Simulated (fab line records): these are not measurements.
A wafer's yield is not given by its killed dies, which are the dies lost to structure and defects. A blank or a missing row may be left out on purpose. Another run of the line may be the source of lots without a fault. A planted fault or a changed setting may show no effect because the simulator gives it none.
Problem report, 8D (eight disciplines) form, completed by code	flow gf180mcu	the parts of the form that need people (team, actions taken, sign-off) are left out

== 1. WHAT WENT WRONG ==
VT_IMPLANT_3_TW at GF_VT_IMPLANT_TW_MEAS_32 reads a mean of 297.5 on 9 wafers of 3 lots; wafers without a fault read 267.1 with a standard deviation of 2.3. That puts it +13 standard deviations away from the usual mean.
Seen first at day 10 00:47 on film-metro-03, wafer L539.2. The record has a number at this step for 39 wafers belonging to 13 lots. Rule for "out" (also "out of limits"): further than 4 standard deviations from the usual mean. Any other wafer with a number is counted as sound.

== 2. WHAT IT IS AND WHAT IT IS NOT ==
question	is	is not
which readings at this step	VT_IMPLANT_3_TW	-
which lots	L539, L540, L541	L527, L528, L530, L531, L537, L543, L545, L546, L549, L550
which wafers of those lots	all that have a number	-
read on which gauges	film-metro-03, film-metro-04	film-metro-01
when	from day 10 00:47	up to then (15 sound wafers); but 15 sound wafers of L543, L545, L546, L549, L550 came after

== 3. WHAT RULES OUT EACH SUSPECT ==
Counting: a tool stays on the suspect list if, at a process step up to the reading, it processed all lots that are out and no sound lot following the first of them.
- the gauge at GF_VT_IMPLANT_TW_MEAS_32 is ruled out. The wafers that are out were read on 2 gauges (film-metro-03, film-metro-04).
- implanter-01 at GF_VT_IMPLANT_IMPLANT_30: kept. Every lot that is out went through it, starting with L539 (day 10 00:33), and after that it ran no sound lot; the last sound lot it ran before then is L537 (day 9 11:36). Out on those wafers are its own readings of dose-ions-cm2, faraday-current-uA.
After counting, what remains is implanter-01 at GF_VT_IMPLANT_IMPLANT_30.

== 4. THE CAUSE (what the simulator had put in) ==
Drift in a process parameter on implanter-01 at GF_VT_IMPLANT_IMPLANT_30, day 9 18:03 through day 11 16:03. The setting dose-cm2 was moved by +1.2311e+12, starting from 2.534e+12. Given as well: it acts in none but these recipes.
This tool alone remained once counting was done.

== 5. THE EFFECT CHAIN, in route order ==
Each row: a reading where the mean over the struck wafers with a number is more than 3 standard deviations away from the usual. Readings are gone through only where the record gives a usual standard deviation; hours: the median, over the lots, of the time from a lot's start at the first step in this table giving one to that lot's start at this step; sigmas: the change measured in usual standard deviations.
hours	step	reading	usual	on struck wafers	change	sigmas
0	GF_VT_IMPLANT_IMPLANT_30	dose-ions-cm2	2.5341e+12	3.7650e+12	+1.2309e+12	+99 or more
0	GF_VT_IMPLANT_IMPLANT_30	faraday-current-uA	14.28	21.23	+6.95	+27
0	GF_VT_IMPLANT_TW_MEAS_32	VT_IMPLANT_3_TW	267.1	297.5	+30.4	+13
Process steps it contains:
- GF_VT_IMPLANT_IMPLANT_30
At these later measuring or inspecting steps, every struck wafer for which the step has a row has a number for every such reading, and none has moved that far: GF_V1_THK_MEAS_01.

== 6. HOW IT WOULD HAVE BEEN CAUGHT EARLIER ==
The first out-of-limits reading at a measuring or inspecting step in this record came at day 10 00:47, 7 hours after the fault's start at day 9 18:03.
At GF_VT_IMPLANT_IMPLANT_30, the tool's own readings (dose-ions-cm2, faraday-current-uA) were out on each struck wafer the step has a row for, so an alarm limit on them would have fired on the first such wafer.
Among the 3 lots that are out, L540, L541 began GF_VT_IMPLANT_IMPLANT_30 on implanter-01 after day 10 00:47. A hold on the tool at that time would have spared those 2.
